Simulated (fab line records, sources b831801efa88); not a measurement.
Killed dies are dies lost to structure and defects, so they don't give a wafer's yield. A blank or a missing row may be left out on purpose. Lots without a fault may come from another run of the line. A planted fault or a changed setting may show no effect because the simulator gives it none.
Which tool did it? | flow sky130 | 12 lots, 36 wafers sampled, at 2 steps of a route of 708

WHAT THE GAUGES READ, wafer by wafer
SKY_METAL1_RS_MEAS_05: measures by four-point-probe. Usual: METAL1_ALCU_RS 0.1268 ohm/sq, standard deviation 0.0015.
lot  | measured     | on            | METAL1_ALCU_RS (ohm/sq) | flag
L741 | day 32 17:10 | film_metro-02 | 0.1279 0.1260 0.1257    |
L742 | day 33 10:31 | film_metro-04 | 0.1283 0.1252 0.1258    |
L745 | day 33 21:44 | film_metro-01 | 0.1245 0.1271 0.1234    |
L746 | day 34 05:22 | film_metro-01 | 0.1288 0.1257 0.1272    |
L749 | day 35 03:29 | film_metro-04 | 0.1267 0.1261 0.1277    |
L750 | day 35 08:46 | film_metro-02 | 0.1278 0.1277 0.1281    |
L753 | day 36 06:30 | film_metro-01 | 0.1248 0.1269 0.1291    |
L754 | day 37 05:35 | film_metro-04 | 0.1291 0.1250 0.1275    |
L756 | day 37 18:11 | film_metro-01 | 0.1280 0.1254 0.1237    |
L758 | day 37 23:34 | film_metro-02 | 0.1260 0.1271 0.1267    |
L757 | day 38 02:29 | film_metro-04 | 0.1253 0.1251 0.1232    |
L760 | day 38 10:47 | film_metro-01 | 0.1247 0.1261 0.1247    |

WHICH TOOL RAN EACH LOT (tool, then ch and the chambers of the sampled wafers, then the start)
lot  | SKY_METAL1_SPUTTER_03
L741 | pvd_sputter-01, day 32 17:06
L742 | pvd_sputter-04, day 33 10:26
L745 | pvd_sputter-04, day 33 21:38
L746 | pvd_sputter-03, day 34 05:17
L749 | pvd_sputter-01, day 35 03:22
L750 | pvd_sputter-01, day 35 08:42
L753 | pvd_sputter-04, day 36 06:25
L754 | pvd_sputter-04, day 37 05:30
L756 | pvd_sputter-03, day 37 18:07
L758 | pvd_sputter-01, day 37 23:30
L757 | pvd_sputter-04, day 38 02:23
L760 | pvd_sputter-01, day 38 10:42
- SKY_METAL1_SPUTTER_03: material Ti, target thk 5 nm, time 3.3 s.

WHAT THE TOOLS THEMSELVES READ (means of the sampled wafers that have a number; where no wafer has one, the mark that the record gives instead)
SKY_METAL1_SPUTTER_03. Usual: throttle_valve_pct 30.6 %, standard deviation 0.71.
lot  | tool           | throttle_valve_pct (%) | flag
L741 | pvd_sputter-01 | 30.6                   |
L742 | pvd_sputter-04 | 30.9                   |
L745 | pvd_sputter-04 | 31.1                   |
L746 | pvd_sputter-03 | 30.5                   |
L749 | pvd_sputter-01 | 30.7                   |
L750 | pvd_sputter-01 | 30.8                   |
L753 | pvd_sputter-04 | 30.2                   |
L754 | pvd_sputter-04 | 30.2                   |
L756 | pvd_sputter-03 | 30.5                   |
L758 | pvd_sputter-01 | 30.1                   |
L757 | pvd_sputter-04 | 30.9                   |
L760 | pvd_sputter-01 | 30.7                   |

THE ANSWER, worked out from the rows above alone
Rule: a lot is off if the mean of its wafers that have a number lies more than 3 standard deviations from the usual mean. A lot without any number at a reading at which 4 lots or more have one is off too. The other lots that the step has rows for count as sound. The gauges are gone through in route order, then the tools' own readings, and for those a lot's mean is taken as printed above. The first step at which some lot is off is used, and at that step the reading that is off furthest; a lot without a number counts as furthest.
No lot is off at any reading shown: from this, nothing can be told.

WHAT THE SIMULATOR HAD PUT IN
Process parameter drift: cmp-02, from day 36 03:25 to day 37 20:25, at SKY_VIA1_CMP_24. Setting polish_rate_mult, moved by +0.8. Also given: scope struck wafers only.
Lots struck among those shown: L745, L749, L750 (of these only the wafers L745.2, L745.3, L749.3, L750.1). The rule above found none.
